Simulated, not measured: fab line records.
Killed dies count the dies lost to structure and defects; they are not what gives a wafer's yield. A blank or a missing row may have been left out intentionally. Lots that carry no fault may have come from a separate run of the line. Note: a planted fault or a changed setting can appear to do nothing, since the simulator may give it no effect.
Which tool was responsible? || flow gf180mcu || 14 lots, 42 wafers sampled, at 2 steps of a route of 602

## WHAT THE GAUGES SHOWED, per wafer
GF_HV_LDD_RS_MEAS_53: the measuring method here is four-point-probe. Usual: HV_LDD_RS typically reads 418.3 ohm/sq, with standard deviation 1.
{"lot": "L433", "measured": "day 12 11:17", "on": "film_metro-02", "HV_LDD_RS (ohm/sq)": "417.2 417.1 417.8", "flag": ""}
{"lot": "L435", "measured": "day 13 01:26", "on": "film_metro-04", "HV_LDD_RS (ohm/sq)": "419.0 418.1 417.8", "flag": ""}
{"lot": "L434", "measured": "day 13 06:06", "on": "film_metro-03", "HV_LDD_RS (ohm/sq)": "419.0 418.9 419.0", "flag": ""}
{"lot": "L436", "measured": "day 13 12:47", "on": "film_metro-03", "HV_LDD_RS (ohm/sq)": "417.8 417.8 418.5", "flag": ""}
{"lot": "L437", "measured": "day 13 21:39", "on": "film_metro-04", "HV_LDD_RS (ohm/sq)": "419.5 421.3 418.9", "flag": ""}
{"lot": "L440", "measured": "day 14 20:13", "on": "film_metro-02", "HV_LDD_RS (ohm/sq)": "418.7 418.7 419.1", "flag": ""}
{"lot": "L444", "measured": "day 16 10:47", "on": "film_metro-03", "HV_LDD_RS (ohm/sq)": "407.3 406.8 407.8 407.1 407.2 407.7", "flag": "OFF"}
{"lot": "L445", "measured": "day 16 12:18", "on": "film_metro-02", "HV_LDD_RS (ohm/sq)": "418.2 418.5 419.1", "flag": ""}
{"lot": "L446", "measured": "day 16 22:08", "on": "film_metro-02", "HV_LDD_RS (ohm/sq)": "406.2 406.7 406.6 406.4 406.7 405.5", "flag": "OFF"}
{"lot": "L450", "measured": "day 18 02:44", "on": "film_metro-03", "HV_LDD_RS (ohm/sq)": "418.6 419.4 419.5", "flag": ""}
{"lot": "L451", "measured": "day 18 11:53", "on": "film_metro-04", "HV_LDD_RS (ohm/sq)": "417.7 416.9 417.8", "flag": ""}
{"lot": "L453", "measured": "day 19 09:31", "on": "film_metro-04", "HV_LDD_RS (ohm/sq)": "419.1 419.1 420.0", "flag": ""}
{"lot": "L455", "measured": "day 19 19:17", "on": "film_metro-02", "HV_LDD_RS (ohm/sq)": "415.9 416.3 415.5", "flag": ""}
{"lot": "L456", "measured": "day 20 08:16", "on": "film_metro-02", "HV_LDD_RS (ohm/sq)": "417.2 417.2 416.6", "flag": ""}

## WHAT TOOL EACH LOT RAN ON (gives the tool, then ch and the chambers of the sampled wafers, and finally the start)
{"lot": "L433", "GF_HV_LDD_IMPLANT_33": "implanter-02 ch 0, day 11 15:13"}
{"lot": "L435", "GF_HV_LDD_IMPLANT_33": "implanter-03 ch 0, day 12 05:22"}
{"lot": "L434", "GF_HV_LDD_IMPLANT_33": "implanter-01 ch 0, day 12 09:23"}
{"lot": "L436", "GF_HV_LDD_IMPLANT_33": "implanter-01 ch 0, day 12 15:45"}
{"lot": "L437", "GF_HV_LDD_IMPLANT_33": "implanter-03 ch 0, day 12 23:49"}
{"lot": "L440", "GF_HV_LDD_IMPLANT_33": "implanter-03 ch 0, day 13 22:34"}
{"lot": "L444", "GF_HV_LDD_IMPLANT_33": "implanter-02 ch 0, day 15 11:59"}
{"lot": "L445", "GF_HV_LDD_IMPLANT_33": "implanter-03 ch 0, day 15 12:56"}
{"lot": "L446", "GF_HV_LDD_IMPLANT_33": "implanter-02 ch 0, day 15 22:33"}
{"lot": "L450", "GF_HV_LDD_IMPLANT_33": "implanter-03 ch 0, day 17 02:34"}
{"lot": "L451", "GF_HV_LDD_IMPLANT_33": "implanter-03 ch 0, day 17 12:05"}
{"lot": "L453", "GF_HV_LDD_IMPLANT_33": "implanter-01 ch 0, day 18 08:30"}
{"lot": "L455", "GF_HV_LDD_IMPLANT_33": "implanter-03 ch 0, day 18 18:02"}
{"lot": "L456", "GF_HV_LDD_IMPLANT_33": "implanter-02 ch 0, day 19 06:41"}
- GF_HV_LDD_IMPLANT_33

## WHAT THE TOOLS THEMSELVES READ (means of the sampled wafers that have a number; where no wafer has one, the mark that the record gives instead)
GF_HV_LDD_IMPLANT_33. Usual: beam_energy_keV reads 59.995 (standard deviation 0.02).
{"lot": "L433", "tool": "implanter-02", "beam_energy_keV": 59.992, "flag": ""}
{"lot": "L435", "tool": "implanter-03", "beam_energy_keV": 59.988, "flag": ""}
{"lot": "L434", "tool": "implanter-01", "beam_energy_keV": 59.990, "flag": ""}
{"lot": "L436", "tool": "implanter-01", "beam_energy_keV": 59.998, "flag": ""}
{"lot": "L437", "tool": "implanter-03", "beam_energy_keV": 59.985, "flag": ""}
{"lot": "L440", "tool": "implanter-03", "beam_energy_keV": 60.010, "flag": ""}
{"lot": "L444", "tool": "implanter-02", "beam_energy_keV": 68.474, "flag": "OFF"}
{"lot": "L445", "tool": "implanter-03", "beam_energy_keV": 59.980, "flag": ""}
{"lot": "L446", "tool": "implanter-02", "beam_energy_keV": 68.490, "flag": "OFF"}
{"lot": "L450", "tool": "implanter-03", "beam_energy_keV": 59.985, "flag": ""}
{"lot": "L451", "tool": "implanter-03", "beam_energy_keV": 59.982, "flag": ""}
{"lot": "L453", "tool": "implanter-01", "beam_energy_keV": 59.996, "flag": ""}
{"lot": "L455", "tool": "implanter-03", "beam_energy_keV": 60.004, "flag": ""}
{"lot": "L456", "tool": "implanter-02", "beam_energy_keV": 60.003, "flag": ""}

## THE ANSWER, worked out from the rows above alone
Rule: a lot is off if the mean of its wafers that have a number lies more than 3 standard deviations from the usual mean. Also off: a lot with no number at a reading for which 4 or more lots have one. The other lots that the step has rows for count as sound. Order of review: gauges by route order, followed by the tools' own readings, for which a lot's mean as printed above is used. At the first step where some lot is off, the reading lying furthest off is the one used; lots without a number count as furthest.
Off: L444, L446, seen at GF_HV_LDD_RS_MEAS_53 (HV_LDD_RS).
If a tool, at a process step before that reading, ran all the lots that are off and no sound lot after the first of them, it fits. Not tried: the gauges at GF_HV_LDD_RS_MEAS_53; whatever is off there is also off at GF_HV_LDD_IMPLANT_33, on other tools, and gauge error can't account for it. Of those tried, none fits.

## WHAT THE SIMULATOR HAD PUT IN
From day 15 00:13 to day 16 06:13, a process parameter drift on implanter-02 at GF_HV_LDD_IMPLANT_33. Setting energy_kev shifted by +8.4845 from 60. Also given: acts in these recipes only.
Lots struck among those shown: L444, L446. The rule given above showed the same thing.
